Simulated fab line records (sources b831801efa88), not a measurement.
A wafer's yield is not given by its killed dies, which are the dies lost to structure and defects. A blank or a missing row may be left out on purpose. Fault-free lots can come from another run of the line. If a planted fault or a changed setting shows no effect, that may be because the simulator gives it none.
Which tool was responsible? || flow sky130 || Sampling: 13 lots, 39 wafers, 6 of 708 route steps

## WHAT EACH GAUGE READ, for each wafer
SKY_NWELL_TW_MEAS_15.
{"lot": "L709", "measured": "day 4 22:12", "on": "film-metro-02", "NWELL_TW": "1814 1798 1802"}
{"lot": "L712", "measured": "day 5 15:44", "on": "film-metro-03", "NWELL_TW": "1847 1841 1846"}
{"lot": "L713", "measured": "day 5 19:05", "on": "film-metro-03", "NWELL_TW": "1842 1849 1843"}
{"lot": "L715", "measured": "day 6 07:12", "on": "film-metro-01", "NWELL_TW": "1796 1786 1792"}
{"lot": "L716", "measured": "day 6 11:58", "on": "film-metro-03", "NWELL_TW": "1850 1854 1850"}
{"lot": "L717", "measured": "day 6 23:26", "on": "film-metro-03", "NWELL_TW": "1852 1843 1851"}
{"lot": "L718", "measured": "day 6 23:30", "on": "film-metro-02", "NWELL_TW": "1810 1808 1798"}
{"lot": "L719", "measured": "day 7 05:10", "on": "film-metro-02", "NWELL_TW": "1817 1811 1813"}
{"lot": "L720", "measured": "day 7 10:21", "on": "film-metro-01", "NWELL_TW": "1806 1806 1795"}
{"lot": "L727", "measured": "day 9 04:16", "on": "film-metro-02", "NWELL_TW": "1818 1816 1830"}
{"lot": "L729", "measured": "day 9 17:25", "on": "film-metro-02", "NWELL_TW": "1813 1811 1802"}
{"lot": "L730", "measured": "day 9 22:11", "on": "film-metro-02", "NWELL_TW": "1812 1810 1815"}
{"lot": "L731", "measured": "day 10 02:08", "on": "film-metro-01", "NWELL_TW": "1797 1789 1788"}

SKY_LDD_N_OVL_MEAS_07.
{"lot": "L709", "measured": "day 18 02:50", "on": "overlay-02", "LDD_N_OVL (nm)": "1.3 -0.1 -1.6"}
{"lot": "L712", "measured": "day 19 06:57", "on": "overlay-02", "LDD_N_OVL (nm)": "0.2 -0.2 -0.8"}
{"lot": "L713", "measured": "day 19 13:51", "on": "overlay-01", "LDD_N_OVL (nm)": "-1.4 -0.1 -0.7"}
{"lot": "L715", "measured": "day 20 13:55", "on": "overlay-01", "LDD_N_OVL (nm)": "1.5 -0.1 1.3"}
{"lot": "L716", "measured": "day 20 22:10", "on": "overlay-01", "LDD_N_OVL (nm)": "0.1 0.6 0.0"}
{"lot": "L717", "measured": "day 21 11:56", "on": "overlay-02", "LDD_N_OVL (nm)": "-0.9 1.1 -1.7"}
{"lot": "L718", "measured": "day 21 12:51", "on": "overlay-01", "LDD_N_OVL (nm)": "1.1 2.3 1.2"}
{"lot": "L719", "measured": "day 22 01:20", "on": "overlay-01", "LDD_N_OVL (nm)": "- - -"}
{"lot": "L720", "measured": "day 22 03:43", "on": "overlay-01", "LDD_N_OVL (nm)": "2.5 2.1 0.6"}
{"lot": "L727", "measured": "day 24 15:41", "on": "overlay-02", "LDD_N_OVL (nm)": "2.7 2.1 2.0"}
{"lot": "L729", "measured": "day 25 09:05", "on": "overlay-02", "LDD_N_OVL (nm)": "0.2 -0.5 -0.2"}
{"lot": "L730", "measured": "day 25 14:47", "on": "overlay-01", "LDD_N_OVL (nm)": "1.3 0.2 0.4"}
{"lot": "L731", "measured": "day 25 19:34", "on": "overlay-02", "LDD_N_OVL (nm)": "-0.4 -1.6 -0.2"}

SKY_LDD_N_TW_MEAS_17.
{"lot": "L709", "measured": "day 18 04:11", "on": "film-metro-04", "LDD_N_TW": "2571 2577 2573"}
{"lot": "L712", "measured": "day 19 08:18", "on": "film-metro-01", "LDD_N_TW": "2569 2564 2565"}
{"lot": "L713", "measured": "day 19 15:11", "on": "film-metro-04", "LDD_N_TW": "2553 2551 2548"}
{"lot": "L715", "measured": "day 20 15:16", "on": "film-metro-01", "LDD_N_TW": "2545 2549 2544"}
{"lot": "L716", "measured": "day 20 23:30", "on": "film-metro-03", "LDD_N_TW": "2665 2635 2643"}
{"lot": "L717", "measured": "day 21 13:16", "on": "film-metro-03", "LDD_N_TW": "2645 2643 2642"}
{"lot": "L718", "measured": "day 21 14:12", "on": "film-metro-01", "LDD_N_TW": "2548 2559 2552"}
{"lot": "L719", "measured": "day 22 02:40", "on": "film-metro-01", "LDD_N_TW": "30 30 30"}
{"lot": "L720", "measured": "day 22 05:04", "on": "film-metro-03", "LDD_N_TW": "2636 2645 2635"}
{"lot": "L727", "measured": "day 24 17:02", "on": "film-metro-01", "LDD_N_TW": "2556 2570 2564"}
{"lot": "L729", "measured": "day 25 10:25", "on": "film-metro-03", "LDD_N_TW": "2644 2651 2659"}
{"lot": "L730", "measured": "day 25 16:08", "on": "film-metro-04", "LDD_N_TW": "2563 2544 2565"}
{"lot": "L731", "measured": "day 25 20:54", "on": "film-metro-04", "LDD_N_TW": "2549 2538 2560"}

SKY_LDD_P_TW_MEAS_11.
{"lot": "L709", "measured": "day 19 11:10", "on": "film-metro-03", "LDD_P_TW": "652 653 653"}
{"lot": "L712", "measured": "day 20 16:10", "on": "film-metro-01", "LDD_P_TW": "631 630 629"}
{"lot": "L713", "measured": "day 20 22:53", "on": "film-metro-02", "LDD_P_TW": "641 635 638"}
{"lot": "L715", "measured": "day 21 22:28", "on": "film-metro-02", "LDD_P_TW": "640 640 641"}
{"lot": "L716", "measured": "day 22 06:29", "on": "film-metro-01", "LDD_P_TW": "633 633 634"}
{"lot": "L717", "measured": "day 22 19:46", "on": "film-metro-01", "LDD_P_TW": "635 633 638"}
{"lot": "L718", "measured": "day 22 21:08", "on": "film-metro-01", "LDD_P_TW": "632 634 634"}
{"lot": "L719", "measured": "day 23 09:02", "on": "film-metro-02", "LDD_P_TW": "2588 2596 2591"}
{"lot": "L720", "measured": "day 23 11:28", "on": "film-metro-02", "LDD_P_TW": "640 644 646"}
{"lot": "L727", "measured": "day 25 22:50", "on": "film-metro-03", "LDD_P_TW": "655 656 657"}
{"lot": "L729", "measured": "day 26 16:36", "on": "film-metro-01", "LDD_P_TW": "626 624 628"}
{"lot": "L730", "measured": "day 26 21:43", "on": "film-metro-03", "LDD_P_TW": "658 654 655"}
{"lot": "L731", "measured": "day 27 02:20", "on": "film-metro-03", "LDD_P_TW": "660 659 653"}

SKY_SD_P_CD_MEAS_07: target cd 380 nm.
{"lot": "L709", "measured": "day 25 21:13", "on": "cd-sem-02", "cd-nm (nm)": "381.1 380.0 379.0"}
{"lot": "L712", "measured": "day 27 02:12", "on": "cd-sem-01", "cd-nm (nm)": "381.8 383.2 382.7"}
{"lot": "L713", "measured": "day 27 06:04", "on": "cd-sem-01", "cd-nm (nm)": "380.0 381.1 381.9"}
{"lot": "L715", "measured": "day 28 05:36", "on": "cd-sem-01", "cd-nm (nm)": "379.6 378.9 383.3"}
{"lot": "L716", "measured": "day 28 12:52", "on": "cd-sem-01", "cd-nm (nm)": "383.7 383.4 385.8"}
{"lot": "L717", "measured": "day 29 02:05", "on": "cd-sem-01", "cd-nm (nm)": "382.7 385.3 383.5"}
{"lot": "L718", "measured": "day 29 02:28", "on": "cd-sem-01", "cd-nm (nm)": "379.1 379.2 379.7"}
{"lot": "L719", "measured": "day 29 13:37", "on": "cd-sem-01", "cd-nm (nm)": "381.8 382.4 381.4"}
{"lot": "L720", "measured": "day 29 15:47", "on": "cd-sem-01", "cd-nm (nm)": "383.6 381.3 380.6"}
{"lot": "L727", "measured": "day 32 00:00", "on": "cd-sem-01", "cd-nm (nm)": "376.9 375.4 376.5"}
{"lot": "L729", "measured": "day 32 13:45", "on": "cd-sem-01", "cd-nm (nm)": "376.0 378.0 379.9"}
{"lot": "L730", "measured": "day 32 20:09", "on": "cd-sem-02", "cd-nm (nm)": "379.7 381.0 381.6"}
{"lot": "L731", "measured": "day 32 22:51", "on": "cd-sem-02", "cd-nm (nm)": "385.0 381.2 383.3"}

## TOOL THAT RAN EACH LOT (tool first, then ch and the chambers of the sampled wafers, then the start)
{"lot": "L709", "SKY_LDD_N_EXPOSE_04": "iline-stepper-01 ch 0, day 17 12:16"}
{"lot": "L712", "SKY_LDD_N_EXPOSE_04": "iline-stepper-01 ch 0, day 18 15:44"}
{"lot": "L713", "SKY_LDD_N_EXPOSE_04": "iline-stepper-02 ch 0, day 18 22:47"}
{"lot": "L715", "SKY_LDD_N_EXPOSE_04": "iline-stepper-02 ch 0, day 19 22:03"}
{"lot": "L716", "SKY_LDD_N_EXPOSE_04": "iline-stepper-01 ch 0, day 20 07:09"}
{"lot": "L717", "SKY_LDD_N_EXPOSE_04": "iline-stepper-01 ch 0, day 20 20:16"}
{"lot": "L718", "SKY_LDD_N_EXPOSE_04": "iline-stepper-02 ch 0, day 20 21:42"}
{"lot": "L719", "SKY_LDD_N_EXPOSE_04": "iline-stepper-02 ch 0, day 21 10:36"}
{"lot": "L720", "SKY_LDD_N_EXPOSE_04": "iline-stepper-01 ch 0, day 21 13:17"}
{"lot": "L727", "SKY_LDD_N_EXPOSE_04": "iline-stepper-01 ch 0, day 24 01:29"}
{"lot": "L729", "SKY_LDD_N_EXPOSE_04": "iline-stepper-02 ch 0, day 24 18:27"}
{"lot": "L730", "SKY_LDD_N_EXPOSE_04": "iline-stepper-02 ch 0, day 25 00:01"}
{"lot": "L731", "SKY_LDD_N_EXPOSE_04": "iline-stepper-02 ch 0, day 25 04:28"}
- SKY_LDD_N_EXPOSE_04: exposes mask NTM, target cd 840 nm.

## AS READ BY THE TOOLS THEMSELVES (means over the sampled wafers that have a number; for cases with no such wafer, the mark the record gives instead)
SKY_LDD_N_EXPOSE_04.
{"lot": "L709", "tool": "iline-stepper-01", "exposure-dose-mJ-cm2": 110.10}
{"lot": "L712", "tool": "iline-stepper-01", "exposure-dose-mJ-cm2": 109.92}
{"lot": "L713", "tool": "iline-stepper-02", "exposure-dose-mJ-cm2": 109.96}
{"lot": "L715", "tool": "iline-stepper-02", "exposure-dose-mJ-cm2": 110.09}
{"lot": "L716", "tool": "iline-stepper-01", "exposure-dose-mJ-cm2": 109.93}
{"lot": "L717", "tool": "iline-stepper-01", "exposure-dose-mJ-cm2": 110.04}
{"lot": "L718", "tool": "iline-stepper-02", "exposure-dose-mJ-cm2": 109.96}
{"lot": "L719", "tool": "iline-stepper-02", "exposure-dose-mJ-cm2": 110.01}
{"lot": "L720", "tool": "iline-stepper-01", "exposure-dose-mJ-cm2": 109.90}
{"lot": "L727", "tool": "iline-stepper-01", "exposure-dose-mJ-cm2": 109.92}
{"lot": "L729", "tool": "iline-stepper-02", "exposure-dose-mJ-cm2": 110.06}
{"lot": "L730", "tool": "iline-stepper-02", "exposure-dose-mJ-cm2": 109.94}
{"lot": "L731", "tool": "iline-stepper-02", "exposure-dose-mJ-cm2": 109.88}

## THE ANSWER, worked out from the rows above alone
Rule: usual is defined by the lots themselves. Put in order of their means at a reading, lots are off if they are a third of the lots or fewer, leave a main group of 4 or more, and stand apart from it by a gap of 3 or more times the standard deviation of the main group's means; of several such gaps the widest counts. A main group is skipped when, at the precision printed for the reading in the tables above, its means are all equal. A lot without any number at a reading at which 4 lots or more have one is off too. All remaining lots with rows at the step are treated as sound. First the gauges in route order, then the tools' own readings, where a lot's mean is used as printed above. The first step at which some lot is off is used, and at that step the reading that is off furthest; a lot without a number counts as furthest.
Off: L719, at SKY_LDD_N_OVL_MEAS_07 (LDD_N_OVL). Without a number there: L719. Main group: mean 0.4 nm, sd 0.97.
A tool fits if, at a process step before that reading, it ran every lot that is off, and no sound lot after the first of them. The gauges at SKY_LDD_N_OVL_MEAS_07 aren't tried: what is off there is off at SKY_LDD_N_TW_MEAS_17 too, on other tools, and a gauge's error can't cause that. Not one of the candidates tried fits.

## WHAT THE SIMULATOR PUT IN
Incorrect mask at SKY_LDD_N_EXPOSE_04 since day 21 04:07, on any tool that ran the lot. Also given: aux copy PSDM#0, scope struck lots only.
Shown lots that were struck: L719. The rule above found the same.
